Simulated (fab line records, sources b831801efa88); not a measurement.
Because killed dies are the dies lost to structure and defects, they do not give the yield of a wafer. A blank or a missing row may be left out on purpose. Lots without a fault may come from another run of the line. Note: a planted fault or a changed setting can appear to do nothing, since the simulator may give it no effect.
Which tool was responsible? | flow gf180mcu | 36 wafers from 12 lots sampled at 5 of the route's 602 steps

== WHAT THE GAUGES SHOWED, per wafer ==
GF_NSD_CD_MEAS_07: the cd target is 400 nm.
lot  | measured     | on        | cd nm (nm)
L433 | day 14 16:03 | cd sem-01 | - - -
L434 | day 15 00:46 | cd sem-01 | 402.2 398.6 402.3
L440 | day 17 10:53 | cd sem-01 | 400.6 403.6 403.0
L441 | day 17 19:50 | cd sem-01 | 402.6 402.4 402.5
L443 | day 18 04:45 | cd sem-02 | 401.0 403.4 401.2
L444 | day 18 16:12 | cd sem-02 | 397.0 396.8 395.6
L445 | day 19 00:24 | cd sem-01 | 401.6 399.9 400.9
L446 | day 19 06:58 | cd sem-02 | 394.5 394.7 394.6
L448 | day 20 01:55 | cd sem-02 | 399.0 402.0 401.2
L449 | day 20 11:41 | cd sem-02 | 395.3 397.4 395.5
L451 | day 21 00:28 | cd sem-01 | 397.9 397.0 398.8
L452 | day 21 12:35 | cd sem-01 | 398.6 400.3 399.4

GF_NSD_TW_MEAS_12.
lot  | measured     | on            | NSD_TW
L433 | day 14 16:36 | film metro-03 | 30 30 30 30 30 30
L434 | day 15 01:17 | film metro-03 | 4167 4178 4173
L440 | day 17 11:26 | film metro-03 | 4213 4202 4198
L441 | day 17 20:23 | film metro-01 | 4267 4263 4246
L443 | day 18 05:19 | film metro-01 | 4265 4252 4262
L444 | day 18 16:46 | film metro-01 | 4262 4260 4248
L445 | day 19 00:58 | film metro-02 | 4350 4341 4329
L446 | day 19 07:31 | film metro-03 | 4216 4193 4222
L448 | day 20 02:28 | film metro-01 | 4278 4284 4264
L449 | day 20 12:14 | film metro-02 | 4337 4350 4311
L451 | day 21 01:01 | film metro-03 | 4196 4183 4221
L452 | day 21 13:08 | film metro-02 | 4320 4303 4321

GF_CONTACT_OVL_MEAS_15.
lot  | measured     | on         | CONTACT_OVL (nm)
L434 | day 17 21:35 | overlay-01 | -4 2 0
L440 | day 20 13:19 | overlay-01 | 12 20 9
L441 | day 20 23:12 | overlay-01 | -3 0 -4
L443 | day 21 09:10 | overlay-01 | -4 -12 -17
L444 | day 21 19:06 | overlay-02 | -7 -6 -8
L445 | day 22 03:03 | overlay-02 | -16 -21 -12
L446 | day 22 10:14 | overlay-02 | 12 3 9
L448 | day 23 03:17 | overlay-01 | 0 -5 -3
L449 | day 23 12:15 | overlay-02 | 0 4 3
L451 | day 24 01:29 | overlay-01 | -4 -8 2
L452 | day 24 11:13 | overlay-02 | -1 -1 -3

== EACH LOT AND THE TOOL THAT RAN IT (in order: tool; ch and the chambers of the sampled wafers; start) ==
lot  | GF_NSD_EXPOSE_04                    | GF_SAB_STRIP_13
L433 | iline stepper-01 ch 0, day 14 06:21 | -
L434 | iline stepper-01 ch 0, day 14 14:33 | plasma asher-04 ch 0,1, day 16 21:25
L440 | iline stepper-01 ch 0, day 16 23:35 | plasma asher-04 ch 0,1, day 19 11:20
L441 | iline stepper-01 ch 0, day 17 08:28 | plasma asher-04 ch 0,1, day 19 21:16
L443 | iline stepper-01 ch 0, day 17 17:27 | plasma asher-04 ch 0,1, day 20 07:20
L444 | iline stepper-01 ch 0, day 18 04:17 | plasma asher-02 ch 0,1, day 20 17:45
L445 | iline stepper-01 ch 0, day 18 12:35 | plasma asher-02 ch 0,1, day 21 02:13
L446 | iline stepper-02 ch 0, day 18 18:52 | plasma asher-03 ch 0,1, day 21 09:24
L448 | iline stepper-01 ch 0, day 19 13:44 | plasma asher-04 ch 0, day 22 03:04
L449 | iline stepper-01 ch 0, day 20 00:13 | plasma asher-04 ch 0,1, day 22 12:06
L451 | iline stepper-02 ch 0, day 20 12:17 | plasma asher-02 ch 0,1, day 23 00:56
L452 | iline stepper-02 ch 0, day 21 01:03 | plasma asher-02 ch 0,1, day 23 12:14
- GF_NSD_EXPOSE_04: exposes mask Nplus, target cd 400 nm.
- GF_SAB_STRIP_13: strips in O2/N2.

== AS READ BY THE TOOLS THEMSELVES (means over the sampled wafers that have a number; for cases with no such wafer, the mark the record gives instead) ==
GF_SAB_STRIP_13.
lot  | tool            | drypump motor current A (A) | heater power w (W) | o2 flow sccm (sccm) | oes product au (a.u.) | strip time to endpoint s (s)
L434 | plasma asher-04 | 5.5                         | 288                | 2997                | 0.712                 | 12.61
L440 | plasma asher-04 | 5.8                         | 308                | 2991                | 0.709                 | 12.65
L441 | plasma asher-04 | 5.5                         | 289                | 3013                | 0.710                 | 12.59
L443 | plasma asher-04 | 5.8                         | 308                | 2999                | 0.713                 | 12.57
L444 | plasma asher-02 | 6.2                         | 376                | 3001                | 0.710                 | 12.66
L445 | plasma asher-02 | 6.0                         | 366                | 3003                | 0.705                 | 12.58
L446 | plasma asher-03 | 5.9                         | 376                | 2998                | 0.707                 | 12.66
L448 | plasma asher-04 | 5.2                         | 272                | 3019                | 0.707                 | 12.67
L449 | plasma asher-04 | 5.8                         | 308                | 3010                | 0.710                 | 12.59
L451 | plasma asher-02 | 6.0                         | 363                | 3001                | 0.716                 | 12.63
L452 | plasma asher-02 | 6.2                         | 379                | 2999                | 0.710                 | 12.67

== THE ANSWER, worked out from the rows above alone ==
Rule: the usual values come from the lots themselves. The widest of any qualifying gaps counts: lots, ordered by their means at a reading, are off when they make up no more than a third of the lots, leave a main group of 4 or more, and stand apart from it by 3 or more times the standard deviation of that group's means. If all means in a main group match to the digits the tables above print for the reading, that group is not used. A lot without any number at a reading at which 4 lots or more have one is off too. Where the step has rows for the other lots, those lots are counted as sound. After the gauges, taken in route order, come the tools' own readings; for these a lot's mean is taken, as printed above. The first step at which some lot is off is used, and at that step the reading that is off furthest; a lot without a number counts as furthest.
Off: L433 (GF_NSD_CD_MEAS_07, cd nm). Without a number there: L433. Main group: mean 399.4 nm, sd 2.6.
If a tool, at a process step before that reading, ran all the lots that are off and no sound lot after the first of them, it fits. The gauges at GF_NSD_CD_MEAS_07 aren't tried: what is off there is off at GF_NSD_TW_MEAS_12 too, on other tools, and a gauge's error can't cause that. Of those tried, none fits.

== WHAT WAS PUT IN BY THE SIMULATOR ==
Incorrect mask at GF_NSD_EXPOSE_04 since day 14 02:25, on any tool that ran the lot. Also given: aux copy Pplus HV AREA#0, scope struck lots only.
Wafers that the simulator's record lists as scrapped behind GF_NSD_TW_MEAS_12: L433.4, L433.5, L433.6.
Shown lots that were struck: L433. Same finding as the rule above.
